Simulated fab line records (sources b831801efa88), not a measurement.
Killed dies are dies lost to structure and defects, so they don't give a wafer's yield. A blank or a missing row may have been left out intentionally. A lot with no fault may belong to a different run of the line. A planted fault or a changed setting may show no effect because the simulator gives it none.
Which tool is to blame? -- flow sky130 -- Sampling: 11 lots, 33 wafers, 5 of 708 route steps

## WHAT THE GAUGES READ, wafer by wafer
SKY_VIA2_BOW_MEAS_03.
lot,measured,on,VIA2_BOW (um)
L805,day 35 04:37,film-metro-04,98 85 92
L806,day 35 14:55,film-metro-04,90 88 102
L807,day 35 22:44,film-metro-01,100 83 86
L809,day 36 14:32,film-metro-04,90 88 91
L811,day 37 08:20,film-metro-03,89 83 84
L812,day 37 15:16,film-metro-03,76 80 97
L813,day 37 18:13,film-metro-04,89 90 85
L818,day 39 06:05,film-metro-03,96 89 87
L826,day 41 18:55,film-metro-03,84 90 89
L827,day 41 21:32,film-metro-03,73 90 92
L828,day 42 12:05,film-metro-04,80 73 81

SKY_VIA2_CD_MEAS_12: the cd target is 200 nm.
lot,measured,on,cd-nm (nm)
L805,day 36 06:22,cd-sem-01,198.9 200.4 200.2
L806,day 36 16:49,cd-sem-01,199.0 199.7 199.4
L807,day 37 00:28,cd-sem-01,198.8 200.4 198.7
L809,day 37 16:06,cd-sem-02,205.2 202.6 203.7
L811,day 38 10:04,cd-sem-01,199.9 200.6 200.4
L812,day 38 16:37,cd-sem-02,200.7 200.3 200.3
L813,day 38 19:13,cd-sem-02,201.8 201.1 200.6
L818,day 40 06:07,cd-sem-02,182.2 200.8 200.6
L826,day 42 18:04,cd-sem-02,199.1 199.2 200.4
L827,day 42 20:32,cd-sem-02,199.1 200.1 200.1
L828,day 43 11:14,cd-sem-01,199.1 199.6 199.5

## WHAT TOOL EACH LOT RAN ON (gives the tool, then ch and the chambers of the sampled wafers, and finally the start)
lot,SKY_VIA1_ETCH_14,SKY_VIA2_CMP_02,SKY_VIA2_EXPOSE_09
L805,"rie-diel-02 ch 0,3, day 33 22:59","cmp-01 ch 1,2,3, day 35 04:25","krf-scanner-01 ch 0, day 35 18:08"
L806,"rie-diel-01 ch 1,2,3, day 34 09:47","cmp-02 ch 0,1,2, day 35 14:40","krf-scanner-01 ch 0, day 36 03:52"
L807,"rie-diel-01 ch 2,3, day 34 18:07","cmp-01 ch 1,2,3, day 35 22:30","krf-scanner-01 ch 0, day 36 11:57"
L809,"rie-diel-01 ch 0,1, day 35 09:47","cmp-01 ch 0,1,2, day 36 14:13","krf-scanner-02 ch 0, day 37 03:46"
L811,"rie-diel-01 ch 1,2,3, day 36 03:13","cmp-02 ch 0,1,2, day 37 08:02","krf-scanner-01 ch 0, day 37 21:50"
L812,"rie-diel-02 ch 2,3, day 36 09:49","cmp-01 ch 0,2,3, day 37 15:00","krf-scanner-02 ch 0, day 38 04:04"
L813,"rie-diel-03 ch 0,1, day 36 13:25","cmp-02 ch 0,1,2, day 37 18:01","krf-scanner-01 ch 0, day 38 06:54"
L818,"rie-diel-02 ch 0,2,3, day 38 00:38","cmp-02 ch 0,1,3, day 39 05:49","krf-scanner-02 ch 0, day 39 17:32"
L826,"rie-diel-02 ch 0,1,3, day 40 16:08","cmp-02 ch 0,2,3, day 41 18:35","krf-scanner-02 ch 0, day 42 07:25"
L827,"rie-diel-03 ch 0,1,2, day 40 18:54","cmp-02 ch 1,2,3, day 41 21:14","krf-scanner-01 ch 0, day 42 09:30"
L828,"rie-diel-01 ch 0,1,3, day 41 10:13","cmp-02 ch 1,2,3, day 42 11:47","krf-scanner-01 ch 0, day 42 23:02"
- SKY_VIA1_ETCH_14: etches BARC in N2/H2, stops on SiO2, time 45.9 s, target depth 60 nm.
- SKY_VIA2_CMP_02: polishes SiO2.
- SKY_VIA2_EXPOSE_09: exposes mask VIM2, target cd 200 nm.

## WHAT THE TOOLS THEMSELVES READ (means of the sampled wafers that have a number; where no wafer has one, the mark that the record gives instead)
SKY_VIA1_ETCH_14.
lot,tool,chamber-pressure-mTorr (mTorr),drypump-motor-current-A (A),oes-product-au (a.u.),throttle-valve-pct (%)
L805,rie-diel-02,30.020,5.9,0.858,13.229
L806,rie-diel-01,30.005,5.4,0.848,13.219
L807,rie-diel-01,29.997,5.7,0.849,13.236
L809,rie-diel-01,30.016,5.8,0.852,13.224
L811,rie-diel-01,30.003,5.4,0.850,13.227
L812,rie-diel-02,30.018,5.6,0.852,13.224
L813,rie-diel-03,29.994,5.3,0.854,13.222
L818,rie-diel-02,30.042,5.8,0.856,13.221
L826,rie-diel-02,30.004,5.8,0.852,13.229
L827,rie-diel-03,30.025,5.6,0.850,13.230
L828,rie-diel-01,29.987,5.7,0.855,13.229

SKY_VIA2_CMP_02.
lot,tool,motor-current-A (A)
L805,cmp-01,11.8
L806,cmp-02,12.0
L807,cmp-01,12.1
L809,cmp-01,12.3
L811,cmp-02,12.2
L812,cmp-01,12.8
L813,cmp-02,12.0
L818,cmp-02,11.7
L826,cmp-02,11.5
L827,cmp-02,11.3
L828,cmp-02,11.8

SKY_VIA2_EXPOSE_09.
lot,tool,reticle-temp-C (C)
L805,krf-scanner-01,22.93
L806,krf-scanner-01,22.90
L807,krf-scanner-01,23.15
L809,krf-scanner-02,23.04
L811,krf-scanner-01,22.93
L812,krf-scanner-02,23.02
L813,krf-scanner-01,22.90
L818,krf-scanner-02,23.08
L826,krf-scanner-02,22.91
L827,krf-scanner-01,23.04
L828,krf-scanner-01,23.03

## THE ANSWER, worked out from the rows above alone
Rule: the usual values come from the lots themselves. Put in order of their means at a reading, lots are off if they are a third of the lots or fewer, leave a main group of 4 or more, and stand apart from it by a gap of 3 or more times the standard deviation of the main group's means; of several such gaps the widest counts. The tables above print the reading to a certain number of digits; a main group whose means all agree to those digits is not used. Also off: a lot with no number at a reading for which 4 or more lots have one. The other lots that the step has rows for count as sound. First the gauges in route order, then the tools' own readings, where a lot's mean is used as printed above. The first step at which some lot is off is used, and at that step the reading that is off furthest; a lot without a number counts as furthest.
Off: L818 (SKY_VIA2_CD_MEAS_12, cd-nm). Main group: mean 200.3 nm, sd 1.3.
If a tool, at a process step before that reading, ran all the lots that are off and no sound lot after the first of them, it fits. The gauges at SKY_VIA2_CD_MEAS_12 are tried like those tools. None of those tried fits.

## WHAT HAD BEEN PUT IN BY THE SIMULATOR
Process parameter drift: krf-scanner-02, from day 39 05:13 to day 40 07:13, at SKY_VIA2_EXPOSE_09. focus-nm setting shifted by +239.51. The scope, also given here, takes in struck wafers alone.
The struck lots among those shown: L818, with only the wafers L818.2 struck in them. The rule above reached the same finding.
